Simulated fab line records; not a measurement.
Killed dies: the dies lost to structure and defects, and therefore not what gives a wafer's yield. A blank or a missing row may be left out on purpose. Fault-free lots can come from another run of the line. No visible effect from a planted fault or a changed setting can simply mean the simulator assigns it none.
fab line records ; flow sky130
[record] lots = 12; wafers = 36; last_day = 51
route steps=708 shown METAL1@449 VIA2@507 METAL3@534 CAPM@538 PAD_OPEN@708
lots that met no fault: taken from a fault-free run of the same line
start_h: hours from the record's first day to the start of the lot's first wafer shown ; wait_h: hours from the lot's prior step to this one ; " unchanged from the row above ; L1.1+2: a single row standing in for several wafers ; - no value present, or no start provided ; * or withheld: withheld ; < > ~ a bound
route shown NAME@n: a module of which the file shows steps, and the number in the route of the first ; usual: mean and standard deviation over wafers with no fault ; same: alike in all rows ; chamber/n: place in a boat ; sites: per-site readings ; _std_site: the values' standard deviation ; _edge_site: outer sites' mean less inner sites' ; radius_mm: how far each site lies from the wafer's centre ; mask NAME#n: copy n ; behind: the most recent tool/chamber to have shaped the wafer ; hold: the reason the lot was held/the length of the hold in hours/how it ended ; device: which transistor (n, p or np) failed to switch ; end of line: tests run on the same wafers once the route is complete ; a step without rows: its recipe alone ; killed: dies lost to structure and defects at the first sort, not the wafer's yield ; map: dies across one wafer; x = killed, . = not, _ = none there
set.NAME: the setting the step ran with; set.NAME@STEP: the setting that earlier step ran with ; model.NAME: the simulator's own value behind a step, which no gauge read
one table for each step of the route and one row for each wafer, over a sample of lots
services: a tool's chamber out of use, with start hour (start_h, from the record's first day; less than 0 if before it), hours out, and reason
[[steps]]
[step SKY_METAL1_CD_MEAS_15]
[recipe] target_cd_nm = 140
[usual] cd_nm = 139.9/1.6
lot.wafer;tool;chamber;start_h;wait_h;cd_nm
L136.2;cd_sem-01;-;773.13;-;141.2
L136.3;cd_sem-01;-;773.13;-;141.2
L136.4;cd_sem-01;-;773.13;-;141.2
L137.1;cd_sem-02;-;783.87;-;138.1
L137.3;cd_sem-02;-;783.87;-;138.6
L137.5;cd_sem-02;-;783.87;-;137.8
L139.2;cd_sem-02;-;796.49;-;140.1
L139.5;cd_sem-02;-;796.49;-;140.5
L139.6;cd_sem-02;-;796.49;-;140.3
L140.2;cd_sem-01;-;805.38;-;142.8
L140.5;cd_sem-01;-;805.38;-;142.9
L140.6;cd_sem-01;-;805.38;-;141.7
L142.4;cd_sem-02;-;832.78;-;139.5
L142.5;cd_sem-02;-;832.78;-;139.0
L142.6;cd_sem-02;-;832.78;-;139.3
L144.1;cd_sem-02;-;843.57;-;138.3
L144.3;cd_sem-02;-;843.57;-;137.8
L144.5;cd_sem-02;-;843.57;-;138.6
L145.1;cd_sem-01;-;853.87;-;136.4
L145.5;cd_sem-01;-;853.87;-;138.6
L145.6;cd_sem-01;-;853.87;-;137.2
L146.1;cd_sem-02;-;858.07;-;143.0
L146.5;cd_sem-02;-;858.07;-;141.2
L146.6;cd_sem-02;-;858.07;-;142.5
L147.1;cd_sem-01;-;868.41;-;139.8
L147.4;cd_sem-01;-;868.41;-;138.7
L147.5;cd_sem-01;-;868.41;-;140.2
L149.2;cd_sem-02;-;881.58;-;140.3
L149.3;cd_sem-02;-;881.58;-;138.5
L149.5;cd_sem-02;-;881.58;-;139.5
L154.2;cd_sem-01;-;919.49;-;139.9
L154.4;cd_sem-01;-;919.49;-;138.9
L154.6;cd_sem-01;-;919.49;-;141.5
L158.4;cd_sem-02;-;952.63;-;139.7
L158.5;cd_sem-02;-;952.63;-;140.0
L158.6;cd_sem-02;-;952.63;-;139.0
[step SKY_VIA2_HDPCVD_00]
[recipe] material = SiO2; target_thk_nm = 1180; sigma_open_frac = 0.3; time_s = 196.7; temp_c = 400; sih4_flow_sccm = 60; pressure_mtorr = 6
[usual] sih4_flow_sccm = 60.02/0.19
lot.wafer;tool;chamber;start_h;wait_h;sih4_flow_sccm
L136.2;hdpcvd-01;0;831.10;0.0;59.85
L136.3;hdpcvd-01;2;831.10;0.0;60.30
L136.4;hdpcvd-01;0;831.10;0.0;60.05
L137.1;hdpcvd-01;1;841.75;0.0;59.50
L137.3;hdpcvd-01;2;841.75;0.0;60.09
L137.5;hdpcvd-01;0;841.75;0.0;59.82
L139.2;hdpcvd-02;2;854.50;0.0;59.83
L139.5;hdpcvd-02;1;854.50;0.0;60.05
L139.6;hdpcvd-02;0;854.50;0.0;59.90
L140.2;hdpcvd-02;1;862.14;0.0;60.00
L140.5;hdpcvd-02;1;862.14;0.0;59.86
L140.6;hdpcvd-02;0;862.14;0.0;60.02
L142.4;hdpcvd-02;0;890.99;0.1;60.01
L142.5;hdpcvd-02;2;890.99;0.1;60.39
L142.6;hdpcvd-02;1;890.99;0.1;60.15
L144.1;hdpcvd-01;0;901.08;0.0;60.05
L144.3;hdpcvd-01;1;901.08;0.0;60.23
L144.5;hdpcvd-01;0;901.08;0.0;59.90
L145.1;hdpcvd-02;2;912.13;0.0;59.76
L145.5;hdpcvd-02;2;912.13;0.0;60.02
L145.6;hdpcvd-02;0;912.13;0.0;59.80
L146.1;hdpcvd-02;0;914.65;0.0;60.26
L146.5;hdpcvd-02;0;914.65;0.0;60.25
L146.6;hdpcvd-02;1;914.65;0.0;59.96
L147.1;hdpcvd-01;0;924.80;0.0;59.86
L147.4;hdpcvd-01;1;924.80;0.0;60.37
L147.5;hdpcvd-01;2;924.80;0.0;59.73
L149.2;hdpcvd-01;2;936.10;0.0;60.27
L149.3;hdpcvd-01;1;936.10;0.0;59.96
L149.5;hdpcvd-01;0;936.10;0.0;60.15
L154.2;hdpcvd-01;1;973.40;0.0;60.19
L154.4;hdpcvd-01;2;973.40;0.0;59.96
L154.6;hdpcvd-01;2;973.40;0.0;59.99
L158.4;hdpcvd-01;2;1005.11;0.1;60.05
L158.5;hdpcvd-01;0;1005.11;0.1;59.91
L158.6;hdpcvd-01;1;1005.11;0.1;60.13
[step SKY_VIA2_THK_MEAS_01]
[recipe] reads = SiO2_of_VIA2_HDPCVD_00
[usual] VIA2_HDPCVD_THK = 1180/12
lot.wafer;tool;chamber;start_h;wait_h;VIA2_HDPCVD_THK[nm]
L136.2;film_metro-02;-;831.24;0.1;1179
L136.3;film_metro-02;-;831.24;0.1;1164
L136.4;film_metro-02;-;831.24;0.1;1183
L137.1;film_metro-02;-;841.88;0.1;1160
L137.3;film_metro-02;-;841.88;0.1;1151
L137.5;film_metro-02;-;841.88;0.1;1167
L139.2;film_metro-01;-;854.63;0.1;1188
L139.5;film_metro-01;-;854.63;0.1;1173
L139.6;film_metro-01;-;854.63;0.1;1174
L140.2;film_metro-01;-;862.28;0.1;1171
L140.5;film_metro-01;-;862.28;0.1;1179
L140.6;film_metro-01;-;862.28;0.1;1189
L142.4;film_metro-01;-;891.08;0.0;1180
L142.5;film_metro-01;-;891.08;0.0;1189
L142.6;film_metro-01;-;891.08;0.0;1168
L144.1;film_metro-04;-;901.21;0.1;1197
L144.3;film_metro-04;-;901.21;0.1;1186
L144.5;film_metro-04;-;901.21;0.1;1174
L145.1;film_metro-02;-;912.25;0.1;1190
L145.5;film_metro-02;-;912.25;0.1;1196
L145.6;film_metro-02;-;912.25;0.1;1192
L146.1;film_metro-02;-;914.78;0.1;1181
L146.5;film_metro-02;-;914.78;0.1;1173
L146.6;film_metro-02;-;914.78;0.1;1166
L147.1;film_metro-02;-;924.93;0.1;1197
L147.4;film_metro-02;-;924.93;0.1;1180
L147.5;film_metro-02;-;924.93;0.1;1184
L149.2;film_metro-04;-;936.24;0.1;1168
L149.3;film_metro-04;-;936.24;0.1;1186
L149.5;film_metro-04;-;936.24;0.1;1184
L154.2;film_metro-01;-;973.60;0.1;1180
L154.4;film_metro-01;-;973.60;0.1;1172
L154.6;film_metro-01;-;973.60;0.1;1164
L158.4;film_metro-01;-;1005.20;0.0;1565
L158.5;film_metro-01;-;1005.20;0.0;1581
L158.6;film_metro-01;-;1005.20;0.0;1189
[step SKY_METAL3_SPUTTER_02]
[recipe] material = AlCu; target_thk_nm = 735; power_w = 10600; time_s = 39.1; chamber_pressure_pa = 0.4
[usual] throttle_valve_pct = 30.0/0.65
lot.wafer;tool;chamber;start_h;wait_h;throttle_valve_pct
L136.2;pvd_sputter-04;-;860.00;0.0;29.6
L136.3;pvd_sputter-04;-;860.00;0.0;29.3
L136.4;pvd_sputter-04;-;860.00;0.0;29.0
L137.1;pvd_sputter-04;-;870.94;0.0;30.7
L137.3;pvd_sputter-04;-;870.94;0.0;29.3
L137.5;pvd_sputter-04;-;870.94;0.0;28.6
L139.2;pvd_sputter-01;-;883.84;0.0;29.5
L139.5;pvd_sputter-01;-;883.84;0.0;29.3
L139.6;pvd_sputter-01;-;883.84;0.0;30.4
L140.2;pvd_sputter-01;-;890.69;0.0;30.2
L140.5;pvd_sputter-01;-;890.69;0.0;31.1
L140.6;pvd_sputter-01;-;890.69;0.0;30.1
L142.4;pvd_sputter-03;-;919.14;0.0;29.9
L142.5;pvd_sputter-03;-;919.14;0.0;30.5
L142.6;pvd_sputter-03;-;919.14;0.0;29.9
L144.1;pvd_sputter-01;-;929.29;0.0;29.8
L144.3;pvd_sputter-01;-;929.29;0.0;30.1
L144.5;pvd_sputter-01;-;929.29;0.0;30.2
L145.1;pvd_sputter-01;-;939.49;0.0;30.9
L145.5;pvd_sputter-01;-;939.49;0.0;30.9
L145.6;pvd_sputter-01;-;939.49;0.0;29.6
L146.1;pvd_sputter-04;-;941.89;0.0;30.7
L146.5;pvd_sputter-04;-;941.89;0.0;29.6
L146.6;pvd_sputter-04;-;941.89;0.0;29.3
L147.1;pvd_sputter-04;-;952.00;0.0;29.6
L147.4;pvd_sputter-04;-;952.00;0.0;28.8
L147.5;pvd_sputter-04;-;952.00;0.0;29.0
L149.2;pvd_sputter-01;-;963.32;0.0;29.8
L149.3;pvd_sputter-01;-;963.32;0.0;30.9
L149.5;pvd_sputter-01;-;963.32;0.0;29.7
L154.2;pvd_sputter-03;-;999.90;0.0;29.9
L154.4;pvd_sputter-03;-;999.90;0.0;30.5
L154.6;pvd_sputter-03;-;999.90;0.0;30.5
L158.4;pvd_sputter-04;-;1029.49;0.0;29.4
L158.5;pvd_sputter-04;-;1029.49;0.0;30.9
L158.6;pvd_sputter-04;-;1029.49;0.0;29.0
[step SKY_CAPM_THK_MEAS_01]
[recipe] reads = SiO2_of_CAPM_CVD_00
[usual] CAPM_CVD_00_THK = 15.59/0.24
lot.wafer;tool;chamber;start_h;wait_h;CAPM_CVD_00_THK[nm]
L136.2;film_metro-03;-;860.13;-;15.16
L136.3;film_metro-03;-;860.13;-;15.31
L136.4;film_metro-03;-;860.13;-;15.31
L137.1;film_metro-03;-;871.07;-;15.41
L137.3;film_metro-03;-;871.07;-;15.22
L137.5;film_metro-03;-;871.07;-;15.77
L139.2;film_metro-01;-;883.97;-;15.78
L139.5;film_metro-01;-;883.97;-;16.14
L139.6;film_metro-01;-;883.97;-;15.90
L140.2;film_metro-04;-;890.82;-;15.42
L140.5;film_metro-04;-;890.82;-;15.78
L140.6;film_metro-04;-;890.82;-;15.74
L142.4;film_metro-03;-;919.30;-;15.66
L142.5;film_metro-03;-;919.30;-;15.90
L142.6;film_metro-03;-;919.30;-;15.70
L144.1;film_metro-03;-;929.42;-;15.54
L144.3;film_metro-03;-;929.42;-;15.56
L144.5;film_metro-03;-;929.42;-;15.84
L145.1;film_metro-01;-;939.62;-;15.29
L145.5;film_metro-01;-;939.62;-;15.57
L145.6;film_metro-01;-;939.62;-;15.42
L146.1;film_metro-01;-;942.03;-;15.68
L146.5;film_metro-01;-;942.03;-;15.87
L146.6;film_metro-01;-;942.03;-;15.73
L147.1;film_metro-01;-;952.13;-;15.74
L147.4;film_metro-01;-;952.13;-;15.83
L147.5;film_metro-01;-;952.13;-;15.75
L149.2;film_metro-04;-;963.46;-;15.44
L149.3;film_metro-04;-;963.46;-;15.26
L149.5;film_metro-04;-;963.46;-;15.62
L154.2;film_metro-04;-;1000.05;-;15.61
L154.4;film_metro-04;-;1000.05;-;15.78
L154.6;film_metro-04;-;1000.05;-;15.58
L158.4;film_metro-01;-;1029.65;-;15.93
L158.5;film_metro-01;-;1029.65;-;15.91
L158.6;film_metro-01;-;1029.65;-;15.73
[step SKY_PAD_OPEN_PROBE_99]
[usual] defect_limited_yield = 82.3/1.8; killed_at_M0_to_M3 = 43/6; killed_at_M4_up = 3.2/1.9; killed_at_contacts = 25/5.4; killed_at_front_end = 15/4.5; killed_at_other = 0.3/0.59; killed_dies = 87/8.7; killed_open = 47/6.7; killed_short = 39/5.7; sort_bin_3_pad_short = 0.9/0.43; sort_bin_5_function = 10.4/1.4; sort_bin_6_memory = 6.4/1.2; sort_n_pass = 405/8.7; sort_yield_pct = 82.3/1.8
[same] gross_dies = 492; killed_at_back_side = 0; sort_bin_4_leakage[%] = 0; sort_bin_8_speed[%] = 0
lot.wafer;tool;chamber;start_h;wait_h;defect_limited_yield[%];killed_at_M0_to_M3;killed_at_M4_up;killed_at_contacts;killed_at_front_end;killed_at_other;killed_dies;killed_open;killed_short;sort_bin_3_pad_short[%];sort_bin_5_function[%];sort_bin_6_memory[%];sort_n_pass;sort_yield_pct[%]
L149.2;prober-01;-;1166.48;0.1;80.5;49;1;30;16;0;96;64;31;0.6;12.4;6.5;396;80.5
L149.3;prober-01;-;1166.53;0.2;82.7;41;5;27;10;2;85;47;37;0.6;11.0;5.7;407;82.7
L149.5;prober-01;-;1166.63;0.2;82.3;35;3;25;24;0;87;47;40;0.8;9.6;7.3;405;82.3
// killed by level:class
L149.2 CONTACT:geometric_particle:open=17 VIA1:geometric_particle:open=12 VIA2:geometric_particle:open=8 VIA3:geometric_particle:open=8 FIELD_ISO:geometric_particle:open=4 POLY_GATE:geometric_particle:open=4 LI_CONTACT:geometric_particle:open=4 CONTACT:geometric_particle:short=4
L149.3 VIA1:geometric_particle:open=12 CONTACT:geometric_particle:open=9 CONTACT:geometric_particle:short=7 LI_CONTACT:geometric_particle:open=6 METAL1:geometric_particle:short=6 VIA2:geometric_particle:open=6 VIA1:geometric_particle:short=4 VIA3:geometric_particle:open=4
L149.5 CONTACT:geometric_particle:open=10 VIA1:geometric_particle:open=9 POLY_GATE:geometric_particle:open=6 CONTACT:geometric_particle:short=6 METAL1:geometric_particle:short=6 FIELD_ISO:geometric_particle:short=5 POLY_GATE:geometric_particle:short=5 FIELD_ISO:geometric_particle:open=4
[[services]]
tool;chamber;start_h;hours;kind
hdpcvd-02;-;850.63;2.8;pm
pvd_sputter-01;-;853.43;13.4;repair
pvd_sputter-03;-;867.32;3.9;repair
pvd_sputter-01;-;921.39;1.7;repair
hdpcvd-01;-;950.25;15.0;pm
hdpcvd-01;0;950.25;24.0;vent_cycle
hdpcvd-01;1;950.25;15.0;vent_cycle
hdpcvd-01;2;950.25;15.0;vent_cycle
hdpcvd-01;0;963.09;11.1;repair
pvd_sputter-03;-;965.07;5.4;repair
hdpcvd-01;0;965.25;-;clean
hdpcvd-01;1;965.25;-;clean
hdpcvd-01;2;965.25;-;clean
pvd_sputter-01;-;967.40;4.0;repair
hdpcvd-01;1;998.53;4.5;repair
pvd_sputter-01;-;1019.09;2.4;repair
[[key]]
[first_sign] step = SKY_VIA2_THK_MEAS_01; reading = VIA2_HDPCVD_THK; direction = up; sigmas = 32; usual = 1180; struck = 1573
effect none on later readings
met_at SKY_VIA2_HDPCVD_00
struck_lots L158
struck_wafers L158.4,L158.5
not_acting_at SKY_METAL1_CD_MEAS_15,SKY_METAL3_SPUTTER_02,SKY_CAPM_THK_MEAS_01
onset_between 973.40 1005.11
[fault] kind = process_parameter_drift; tool = hdpcvd-01; chamber = -; onset_h = 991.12; steps = SKY_VIA2_HDPCVD_00; channel = target_thk_nm; offset = 388.66; shape = step; end_h = 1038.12; scope = struck_wafers_only; acts_in = these_recipes_only; stated = 1180
